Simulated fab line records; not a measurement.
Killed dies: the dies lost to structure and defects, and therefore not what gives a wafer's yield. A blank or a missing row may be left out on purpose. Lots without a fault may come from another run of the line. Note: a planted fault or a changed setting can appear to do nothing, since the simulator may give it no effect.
Tool commonality check ; flow gf180mcu ; Sample size 13 lots and 39 wafers

WHY THIS WAS OPENED
1 of 13 lots carry a flag on the reading V4_CVD_02_THK at GF_V4_THK_MEAS_03. No-fault wafers: 855 nm, standard deviation 11.
Rule: flag the lot when none of its wafers has a number, or when each of its wafers that has one lies beyond 4 standard deviations from that mean. The rest of the lots are taken to be sound.

lot;measured;on;V4_CVD_02_THK (nm), wafer by wafer;flag
L645;day 22 23:33;film_metro-01;850 857 867;
L646;day 23 10:40;film_metro-01;851 863 876;
L647;day 24 22:17;film_metro-03;855 876 865;
L648;day 25 01:32;film_metro-04;869 869 870;
L649;day 25 03:55;film_metro-01;838 857 854;
L654;day 26 17:37;film_metro-03;0 0 0;FLAGGED
L660;day 28 11:10;film_metro-04;837 841 853;
L661;day 28 19:37;film_metro-01;849 850 841;
L662;day 28 22:44;film_metro-01;860 863 868;
L663;day 29 07:07;film_metro-01;853 842 862;
L664;day 29 12:56;film_metro-01;854 851 872;
L665;day 29 19:55;film_metro-03;852 849 852;
L668;day 30 15:03;film_metro-03;837 837 844;
Average over the flagged lots: 0 nm; offset from the usual -855 nm, equal to -78 standard deviations.

TOOL THAT RAN EACH LOT
Before the reading, the record contains 2 process steps out of a 602-step route. Each cell gives the tool, then ch followed by the chambers the sampled wafers passed through, then the start.
lot;flag;GF_M4_SPUTTER_01;GF_V4_CVD_02
L645;;pvd_sputter-01, day 21 22:58;pecvd-03 ch 0,1, day 22 23:28
L646;;pvd_sputter-03, day 22 10:32;pecvd-03 ch 0,1, day 23 10:35
L647;;pvd_sputter-03, day 23 23:14;pecvd-02 ch 1,2, day 24 22:13
L648;;pvd_sputter-03, day 24 03:54;pecvd-02 ch 0,1,2, day 25 01:28
L649;;pvd_sputter-03, day 24 05:11;pecvd-01 ch 1,2, day 25 03:51
L654;FLAGGED;pvd_sputter-01, day 25 20:04;pecvd-02 ch 0,1,2, day 26 17:32
L660;;pvd_sputter-02, day 27 14:16;pecvd-03 ch 0,1,2, day 28 11:05
L661;;pvd_sputter-01, day 27 23:41;pecvd-01 ch 0,1,2, day 28 19:33
L662;;pvd_sputter-02, day 28 02:21;pecvd-03 ch 0,1, day 28 22:37
L663;;pvd_sputter-03, day 28 10:31;pecvd-03 ch 0,1, day 29 07:01
L664;;pvd_sputter-01, day 28 17:30;pecvd-01 ch 0,1,2, day 29 12:52
L665;;pvd_sputter-01, day 29 00:22;pecvd-03 ch 1, day 29 19:44
L668;;pvd_sputter-02, day 29 19:13;pecvd-03 ch 0,2, day 30 14:59
These steps, and what they do:
- GF_M4_SPUTTER_01: material TiN, target thk 30 nm, time 25 s.
- GF_V4_CVD_02: deposits SiO2 from TEOS, target thk 850 nm, time 94.851 s.
- GF_V4_THK_MEAS_03

FLAGGED OVER TOTAL, TOOL BY TOOL (the gauges that took the reading come last)
step;tool;lots run;flagged;share of the flagged lots;sound lots run after its first flagged lot
GF_M4_SPUTTER_01;pvd_sputter-01;5;1;all;3 (L661,L664,L665)
GF_M4_SPUTTER_01;pvd_sputter-02;3;0;none;-
GF_M4_SPUTTER_01;pvd_sputter-03;5;0;none;-
GF_V4_CVD_02;pecvd-01;3;0;none;-
GF_V4_CVD_02;pecvd-02;3;1;all;0
GF_V4_CVD_02;pecvd-03;7;0;none;-
GF_V4_THK_MEAS_03;film_metro-01;7;0;none;-
GF_V4_THK_MEAS_03;film_metro-03;4;1;all;2 (L665,L668)
GF_V4_THK_MEAS_03;film_metro-04;2;0;none;-

WHAT IS ALLOWED BY THE TABLE
All flagged lots were run by 3 table rows, namely pvd_sputter-01 at GF_M4_SPUTTER_01, pecvd-02 at GF_V4_CVD_02, film_metro-03 at GF_V4_THK_MEAS_03.
- pvd_sputter-01 at GF_M4_SPUTTER_01 ran 5 lots, 1 of them flagged. Sound lots ran on it after the first flagged one (L661, L664, L665), which a lasting fault on the whole tool wouldn't allow.
- pecvd-02 at GF_V4_CVD_02 ran 3 lots, 1 of them flagged. Its last sound lot is L648 (day 25 01:28), its first flagged lot L654 (day 26 17:32): a fault that began between those two fits. On the flagged lots its readings are blank where sound lots have values: heater_power_outer_w, heater_power_w.
- film_metro-03 at GF_V4_THK_MEAS_03 ran 4 lots, 1 of them flagged. Sound lots ran on it after the first flagged one (L665, L668), which a lasting fault on the whole tool wouldn't allow.
What remains is a single tool, pecvd-02 at GF_V4_CVD_02.

WHAT HAD BEEN PUT IN BY THE SIMULATOR
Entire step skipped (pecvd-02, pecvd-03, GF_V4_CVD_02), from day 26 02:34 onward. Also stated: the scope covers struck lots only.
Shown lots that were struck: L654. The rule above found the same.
